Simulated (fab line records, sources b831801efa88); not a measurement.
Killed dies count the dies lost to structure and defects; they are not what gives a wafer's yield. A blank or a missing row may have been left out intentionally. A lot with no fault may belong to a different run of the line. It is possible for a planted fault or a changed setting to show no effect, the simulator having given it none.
Chamber matching    flow sky130    SKY_FIELD_ISO_ETCH_15 on rie diel-03 has 4 sister chambers
The step etches the open film in CHF3/O2, stops on Si, target depth 180 nm, time 72 s. 14 wafers are shown with their chamber, then 7 later ones without.

EACH WAFER AND ITS CHAMBER
wafer   chamber  drypump motor current A (A)  oes product au (a.u.)  throttle valve pct (%)
L148.1  3        5.9                          0.959                  8.846
L148.3  2        5.4                          0.947                  8.843
L148.4  1        6.5                          0.949                  8.841
L151.1  2        5.4                          0.950                  8.852
L151.3  3        5.9                          0.947                  8.843
L151.4  1        6.5                          0.942                  8.836
L154.1  3        5.9                          0.945                  8.842
L154.3  2        5.4                          0.948                  8.845
L154.6  1        6.6                          0.949                  8.832
L157.1  2        5.4                          0.949                  8.846
L157.2  0        5.0                          0.943                  8.840
L157.4  1        6.5                          0.951                  8.852
L160.3  3        5.9                          0.939                  8.838
L160.4  0        5.0                          0.932                  8.852

SIGNATURES, as means of the wafers listed above
reading                  chamber 0  chamber 1  chamber 2  chamber 3  scatter within a chamber
drypump motor current A  5.000      6.525      5.400      5.900      0.0274
oes product au           0.93750    0.94775    0.94850    0.94750    0.00569
throttle valve pct       8.84600    8.84025    8.84650    8.84225    0.00612
Rule: a wafer lies at a distance from a chamber equal to the root of the sum of squares, over the readings, of (its reading less the chamber's mean, divided by the reading's scatter). The wafer belongs to the nearest chamber; if the next one is less than 2 further off, it can't be placed. The scatter: the root of (the sum of the squares of (reading less its chamber's mean) over the shown wafers, divided by (wafers less chambers)).

WAFERS MISSING THEIR CHAMBER
wafer   drypump motor current A (A)  oes product au (a.u.)  throttle valve pct (%)
L160.6  5.0                          0.946                  8.851
L161.3  5.9                          0.959                  8.844
L161.4  5.0                          0.963                  8.859
L161.6  6.5                          0.961                  8.837
L167.2  5.4                          0.943                  8.825
L167.4  5.8                          0.937                  8.840
L167.6  5.9                          0.939                  8.841

WHICH CHAMBER EACH WENT THROUGH
wafer   from the rows above  in truth
L160.6  0                    0
L161.3  3                    3
L161.4  0                    0
L161.6  1                    1
L167.2  2                    2
L167.4  3                    3
L167.6  3                    3
7 of 7 placed correctly. Left unplaced by these rows: 0. 0 placed wrongly.
